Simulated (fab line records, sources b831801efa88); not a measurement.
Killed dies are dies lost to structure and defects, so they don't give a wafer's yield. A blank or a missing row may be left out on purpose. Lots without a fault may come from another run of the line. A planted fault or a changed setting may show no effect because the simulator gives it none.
A struck lot beside a sound one | flow sky130 | 23 steps out of a route of 708
Sound: wafers L972.1, L972.5, L972.6. Struck: wafers L982.1, L982.3, L982.5. The cause comes at the end.
At each step with rows: each side's tool, then ch and its chambers, then its first start. Under that, the readings that differ: sound wafers | struck wafers | difference of the means | sigmas: that difference in standard deviations of wafers without a fault.
alike: readings whose means differ by less than 2 such deviations, and words and numbers that are the same on both sides. not compared: withheld readings, readings that some wafer has no value for, bounds like >300 that may hide the same value, and numbers for which the record gives no deviation and whose values overlap.
The two part at a step that has a row with sigmas, a row that says differs or no value, or rows on one side only. Numbers that don't overlap but have no deviation are shown without sigmas and don't part them. A reading that every wafer of one side lacks parts them only if that side has two wafers or more.

first, 4 steps without rows for these wafers: SKY_PWDE_SOFTBAKE_03; SKY_PWDE_EXPOSE_04 (exposes mask PWDEM, target cd 840 nm); SKY_PWDE_PEB_05; SKY_PWDE_DEVELOP_06 (develop time 60 s).
SKY_PWDE_OVL_MEAS_07:
  sound on overlay-02, day 4 11:10; struck on overlay-02, day 6 18:11
  reading       | sound          | struck      | difference | sigmas
  PWDE_OVL (nm) | -0.6 -1.6 -0.4 | 3.8 2.1 2.6 | +3.7       | +2
then, 1 step without rows for these wafers: SKY_PWDE_IMPLANT_08.
SKY_PWDE_STRIP_09: strips in O2/N2.
  sound on plasma_asher-01 ch 0,1, day 4 11:22; struck on plasma_asher-02 ch 0,1, day 6 18:22
  alike: chamber_pressure_mTorr, drypump_motor_current_A, n2_flow_sccm, oes_product_au, strip_time_to_endpoint_s
  not compared: rf_hours_counter_h
SKY_PWDE_TW_MEAS_10:
  sound on film_metro-03, day 4 11:28; struck on film_metro-02, day 6 18:28
  reading | sound             | struck            | difference | sigmas
  PWDE_TW | 371.6 372.0 372.3 | 380.7 378.5 378.4 | +7.2       | +3
then, 4 steps without rows for these wafers: SKY_NWELL_DEHYDRATE_03 (time 60 s); SKY_NWELL_HMDS_04 (prime time 60 s); SKY_NWELL_COAT_05 (resist thk 3000 nm); SKY_NWELL_SOFTBAKE_06.
SKY_NWELL_EXPOSE_07: exposes mask NWM, target cd 840 nm.
  sound on iline_stepper-01 ch 0, day 4 19:04; struck on iline_stepper-02 ch 0, day 7 03:59
  reading | sound             | struck                  | difference | sigmas
  mask    | NWM#0 NWM#0 NWM#0 | PWDEM#0 PWDEM#0 PWDEM#0 | differs    |
then, 2 steps without rows for these wafers: SKY_NWELL_PEB_08; SKY_NWELL_DEVELOP_09 (develop time 60 s).
SKY_NWELL_OVL_MEAS_10:
  sound on overlay-02, day 5 03:37; struck on overlay-02, day 7 14:05
  reading           | sound       | struck | difference                    | sigmas
  NWELL_00_OVL (nm) | 4.7 3.2 2.3 | - - -  | no value on the struck wafers |
then, 3 steps without rows for these wafers: SKY_NWELL_IMPLANT_11; SKY_NWELL_IMPLANT_12; SKY_NWELL_IMPLANT_13.
SKY_NWELL_STRIP_14: strips in O2/N2.
  sound on plasma_asher-04 ch 0,1, day 5 04:07; struck on plasma_asher-04 ch 0, day 7 14:34
  alike: chamber_pressure_mTorr, drypump_motor_current_A, n2_flow_sccm, oes_product_au, strip_time_to_endpoint_s
  not compared: rf_hours_counter_h
SKY_NWELL_TW_MEAS_15:
  sound on film_metro-02, day 5 04:13; struck on film_metro-03, day 7 14:40
  reading  | sound          | struck   | difference | sigmas
  NWELL_TW | 1827 1833 1820 | 30 30 30 | -1797      | -99 or more
then, 1 step without rows for these wafers: SKY_NWELL_DEHYDRATE_16 (time 60 s).
-- the record jumps here: 41 days lie between the struck wafers' starts before and after (it left off in module NWELL and takes up again in module PAD_OPEN, whose first step shown is number 708 of the route) --
SKY_PAD_OPEN_PROBE_99:
  the record has rows for the struck wafers here (prober-02, day 48 14:53) and none for the sound ones

WHERE THEY PART
First at SKY_PWDE_OVL_MEAS_07; last, within this record, at SKY_PAD_OPEN_PROBE_99.

WHY: what the simulator had put in
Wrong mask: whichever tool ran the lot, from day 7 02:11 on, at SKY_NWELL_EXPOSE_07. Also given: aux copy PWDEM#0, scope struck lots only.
